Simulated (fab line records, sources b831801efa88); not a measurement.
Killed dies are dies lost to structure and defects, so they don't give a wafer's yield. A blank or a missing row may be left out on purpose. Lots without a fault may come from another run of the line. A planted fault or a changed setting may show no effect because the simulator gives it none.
Problem report in the 8D (eight disciplines) form, filled by code | flow gf180mcu | the parts of the form that need people (team, actions taken, sign-off) are left out

1. THE PROBLEM
time_to_endpoint_s at GF_V4_CMP_04 reads a mean of 54 s on 1 wafer of 1 lot; wafers without a fault read 82 s with a standard deviation of 5.9. That is -4.7 standard deviations from the usual mean.
The step: polishes SiO2.
First seen on wafer L195.3, day 29 22:08, on cmp-02. The record holds 36 wafers of 12 lots with a number at this step. Rule for "out", or "out of limits": more than 4 standard deviations from the usual mean. The other wafers with a number count as sound.

2. WHAT IT IS AND WHAT IT IS NOT
question                    | is                 | is not
which readings at this step | time_to_endpoint_s | motor_current_A
which lots                  | L195               | L175, L176, L177, L178, L179, L182, L183, L184, L185, L186, L188
which wafers of those lots  | L195.3             | L195.2, L195.5
read on which tools         | cmp-02             | cmp-01
when                        | from day 29 22:08  | up to then (35 sound wafers)

3. SUSPECTS, AND WHAT RULES EACH OUT
Counting: a tool at a process step up to the reading stays a suspect if it ran every lot that is out. Sound lots after the first of them don't rule it out here, since some wafers of a struck lot are sound.
- cmp-02 at GF_V4_CMP_04 (polishes SiO2): kept. It ran the lot that is out, L195 (day 29 22:08); its last sound lot up to then is L188 (day 27 19:12). Its own readings are out on those wafers: time_to_endpoint_s.
- Within cmp-02 at GF_V4_CMP_04: the wafers that are out ran in chamber 1; their sound lot-mates ran in chambers 0, 3.
Left after counting: cmp-02 at GF_V4_CMP_04.

4. THE CAUSE (what the simulator had put in)
Process parameter drift: cmp-02, from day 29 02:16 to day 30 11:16, at GF_V4_CMP_04. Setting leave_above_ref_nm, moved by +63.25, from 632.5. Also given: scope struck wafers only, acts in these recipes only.
Counting left only this tool.

5. THE CHAIN OF EFFECTS, in route order
Each row: a reading whose mean over the struck wafers that have a number lies more than 3 standard deviations from the usual. Only readings for which the record gives a usual standard deviation are gone through. hours: the time from each lot's start at the first step in this table that gives one to its start at this step, as a median over the lots. sigmas: the change in usual standard deviations.
hours | step          | reading            | usual      | on struck wafers | change | sigmas
0     | GF_V4_CMP_04  | time_to_endpoint_s | 82 s       | 54               | -28    | -4.7
-     | GF_V4_ETCH_17 | oes_product_au     | 0.856 a.u. | 0.900            | +0.044 | +8.6
The process steps in it:
- GF_V4_CMP_04: polishes SiO2.
- GF_V4_ETCH_17: etches SiO2 in C4F8/O2/Ar, stops on TiN, target depth 630 nm.
Later measuring or inspecting steps at which every struck wafer that the step has a row for has a number for every such reading, and none has moved that far: GF_V5_THK_MEAS_01.

6. WHAT WOULD HAVE CAUGHT IT SOONER
In this record the first reading out of limits was taken at day 29 22:08, 20 hours after the fault began at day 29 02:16.
